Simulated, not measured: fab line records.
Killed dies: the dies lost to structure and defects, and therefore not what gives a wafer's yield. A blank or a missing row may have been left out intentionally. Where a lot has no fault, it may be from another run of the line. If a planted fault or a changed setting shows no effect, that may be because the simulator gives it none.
Code-filled problem report in 8D (eight disciplines) form    flow sky130    the parts of the form that need people (team, actions taken, sign-off) are left out

## 1. THE ISSUE
Mean of platen_rpm at SKY_VIA4_CMP_21: 65.96 rpm across 3 wafers in 2 lots; on wafers with no fault it is 60.00 rpm (standard deviation 0.039). That is +99 or more standard deviations from the usual mean.
The step: polishes, stops on SiO2, t overpolish 25 s, target thk 0 nm.
Seen first at day 45 22:38 on cmp-01, wafer L680.4. At this step, 36 wafers from 12 lots have a number in the record. Rule for "out" (also "out of limits"): further than 4 standard deviations from the usual mean. Any other wafer with a number is counted as sound.

## 2. WHAT THIS IS AND IS NOT
question                     is                      is not
which readings at this step  platen_rpm              motor_current_A, overpolish_run_s
which lots                   L680, L681              L669, L671, L673, L674, L675, L676, L677, L684, L687, L692
which wafers of those lots   L680.4, L681.1, L681.6  L680.1, L680.3, L681.2
read on which tools          cmp-01                  cmp-02
when                         from day 45 22:38       up to then (23 sound wafers); but 10 sound wafers of L681, L684, L687, L692 came after

## 3. THE SUSPECTS, EACH WITH WHAT RULES IT OUT
Counting: any tool at a process step up to the reading remains a suspect provided it ran every lot that is out. Sound lots after the first of them don't rule it out here, since some wafers of a struck lot are sound.
- rie_metal-02 at SKY_METAL4_DESCUM_15 (chemistry O2, time 8 s): kept. Ran every lot that is out, first one L680 (day 44 23:16); last sound lot up to then L675 (day 43 22:33).
- cmp-01 at SKY_VIA4_CMP_21 (polishes, stops on SiO2, t overpolish 25 s, target thk 0 nm): kept. Ran every lot that is out, first one L680 (day 45 22:38); last sound lot up to then L677 (day 45 06:56). Its own platen_rpm readings are out on those wafers.
- In cmp-01 at SKY_VIA4_CMP_21, the wafers that are out were processed in chamber 0 and their sound lot-mates in chambers 1, 2.
The count leaves cmp-01 at SKY_VIA4_CMP_21 and rie_metal-02 at SKY_METAL4_DESCUM_15.

## 4. THE CAUSE (what the simulator had put in)
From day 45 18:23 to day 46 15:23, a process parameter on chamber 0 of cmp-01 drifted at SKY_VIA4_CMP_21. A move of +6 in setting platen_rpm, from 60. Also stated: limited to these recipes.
Of the 2 suspects that counting leaves, this tool is one.

## 5. SEQUENCE OF EFFECTS, ordered by route
Each row: a reading whose mean over the struck wafers that have a number lies more than 3 standard deviations from the usual. Readings are gone through only where the record gives a usual standard deviation; hours: the median, over the lots, of the time from a lot's start at the first step in this table giving one to that lot's start at this step; sigmas: the change measured in usual standard deviations.
hours  step             reading     usual      on struck wafers  change  sigmas
0      SKY_VIA4_CMP_21  platen_rpm  60.00 rpm  65.96             +5.96   +99 or more
Here are the process steps it includes:
- SKY_VIA4_CMP_21: polishes, stops on SiO2, t overpolish 25 s, target thk 0 nm.

## 6. WHAT WOULD HAVE CAUGHT IT SOONER
4 hours passed between the start of the fault at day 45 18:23 and the first reading out of limits in this record, taken at day 45 22:38.
